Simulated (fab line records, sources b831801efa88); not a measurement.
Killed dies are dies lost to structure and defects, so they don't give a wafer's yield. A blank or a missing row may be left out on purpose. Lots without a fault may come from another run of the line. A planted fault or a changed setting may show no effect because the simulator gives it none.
Which tool did it? | flow sky130 | 13 lots, 39 wafers sampled, at 4 steps of a route of 708

WHAT THE GAUGES READ, wafer by wafer
SKY_CAPM_RS_MEAS_03: measures by four-point-probe. Usual: CAPM_TIN_RS 6.89 ohm/sq, standard deviation 0.054.
lot  | measured     | on            | CAPM_TIN_RS (ohm/sq) | flag
L984 | day 36 23:28 | film_metro-04 | 6.74 6.77 6.81       |
L983 | day 37 04:01 | film_metro-03 | 6.92 6.92 6.93       |
L985 | day 37 13:37 | film_metro-02 | 6.86 6.84 6.89       |
L989 | day 38 15:27 | film_metro-02 | 6.88 6.87 6.89       |
L990 | day 38 17:39 | film_metro-04 | 6.87 6.73 6.86       |
L992 | day 39 07:03 | film_metro-03 | 6.95 6.92 6.94       |
L993 | day 39 13:31 | film_metro-02 | 6.93 6.97 6.95       |
L994 | day 39 23:45 | film_metro-02 | 6.93 6.87 6.82       |
L998 | day 41 02:47 | film_metro-02 | 6.86 6.86 6.84       |
L999 | day 41 15:34 | film_metro-04 | 6.98 6.95 6.93       |
L101 | day 42 02:08 | film_metro-04 | 6.82 6.88 6.87       |
L105 | day 43 06:06 | film_metro-02 | 6.86 6.83 6.85       |
L106 | day 43 15:23 | film_metro-03 | 6.93 6.93 6.95       |

SKY_METAL4_CD_MEAS_13: target cd 300 nm. Usual: cd_nm 300.0 nm, standard deviation 1.4.
lot  | measured     | on        | cd_nm (nm)        | flag
L984 | day 42 07:53 | cd_sem-02 | 300.6 298.1 299.0 |
L983 | day 42 11:32 | cd_sem-01 | 299.3 298.7 297.7 |
L985 | day 42 20:11 | cd_sem-02 | 300.2 301.6 300.0 |
L989 | day 43 19:52 | cd_sem-02 | 299.8 301.0 302.0 |
L990 | day 43 20:41 | cd_sem-02 | 299.0 298.5 300.1 |
L992 | day 44 11:49 | cd_sem-02 | 300.2 298.8 298.4 |
L993 | day 44 15:55 | cd_sem-01 | 300.5 299.2 300.6 |
L994 | day 45 01:05 | cd_sem-02 | 300.1 300.8 298.8 |
L998 | day 45 23:50 | cd_sem-02 | 299.5 298.9 299.1 |
L999 | day 46 11:58 | cd_sem-01 | 299.8 300.9 301.0 |
L101 | day 46 21:55 | cd_sem-01 | 300.7 299.9 301.1 |
L105 | day 47 22:26 | cd_sem-02 | 300.5 300.9 301.8 |
L106 | day 48 05:46 | cd_sem-02 | 298.5 299.1 298.1 |

WHICH TOOL RAN EACH LOT (tool, then ch and the chambers of the sampled wafers, then the start)
lot  | SKY_CAP2M_CVD_00                | SKY_CAP2M_CLEAN_17
L984 | pecvd-04 ch 0,1,2, day 40 07:10 | wet_bench-02 ch 2, day 41 07:50
L983 | pecvd-04 ch 0,1,2, day 40 10:44 | wet_bench-01 ch 0, day 41 11:34
L985 | pecvd-03 ch 0,1,2, day 40 20:31 | wet_bench-01 ch 2, day 41 20:48
L989 | pecvd-04 ch 1,2, day 41 20:38   | wet_bench-04 ch 1, day 42 21:06
L990 | pecvd-02 ch 0,1,2, day 41 22:26 | wet_bench-01 ch 2, day 42 22:35
L992 | pecvd-03 ch 0,1,2, day 42 12:50 | wet_bench-02 ch 1, day 43 12:29
L993 | pecvd-02 ch 0,2, day 42 17:54   | wet_bench-01 ch 1, day 43 17:26
L994 | pecvd-03 ch 0,2, day 43 03:05   | wet_bench-01 ch 0, day 44 02:45
L998 | pecvd-03 ch 0,1,2, day 44 04:07 | wet_bench-01 ch 2, day 45 02:29
L999 | pecvd-04 ch 0,1,2, day 44 16:08 | wet_bench-01 ch 2, day 45 14:41
L101 | pecvd-02 ch 1,2, day 45 02:33   | wet_bench-01 ch 3, day 46 00:32
L105 | pecvd-03 ch 0,1,2, day 46 03:59 | wet_bench-02 ch 2, day 47 02:13
L106 | pecvd-04 ch 1,2, day 46 12:38   | wet_bench-02 ch 3, day 47 09:37
- SKY_CAP2M_CVD_00: deposits SiO2, target thk 15.5 nm.
- SKY_CAP2M_CLEAN_17: cleans in O3/DIW.

WHAT THE TOOLS THEMSELVES READ (means of the sampled wafers that have a number; where no wafer has one, the mark that the record gives instead)
SKY_CAP2M_CVD_00. Usual: heater_power_w 666 W, standard deviation 110.
lot  | tool     | heater_power_w (W) | flag
L984 | pecvd-04 | 637                |
L983 | pecvd-04 | 631                |
L985 | pecvd-03 | 743                |
L989 | pecvd-04 | 676                |
L990 | pecvd-02 | 644                |
L992 | pecvd-03 | 753                |
L993 | pecvd-02 | 650                |
L994 | pecvd-03 | 850                |
L998 | pecvd-03 | 692                |
L999 | pecvd-04 | 641                |
L101 | pecvd-02 | 588                |
L105 | pecvd-03 | 730                |
L106 | pecvd-04 | 681                |

THE ANSWER, worked out from the rows above alone
Rule: a lot is off if the mean of its wafers that have a number lies more than 3 standard deviations from the usual mean. A lot without any number at a reading at which 4 lots or more have one is off too. The other lots that the step has rows for count as sound. The gauges are gone through in route order, then the tools' own readings, and for those a lot's mean is taken as printed above. The first step at which some lot is off is used, and at that step the reading that is off furthest; a lot without a number counts as furthest.
No lot is off at any reading shown: from this, nothing can be told.

WHAT THE SIMULATOR HAD PUT IN
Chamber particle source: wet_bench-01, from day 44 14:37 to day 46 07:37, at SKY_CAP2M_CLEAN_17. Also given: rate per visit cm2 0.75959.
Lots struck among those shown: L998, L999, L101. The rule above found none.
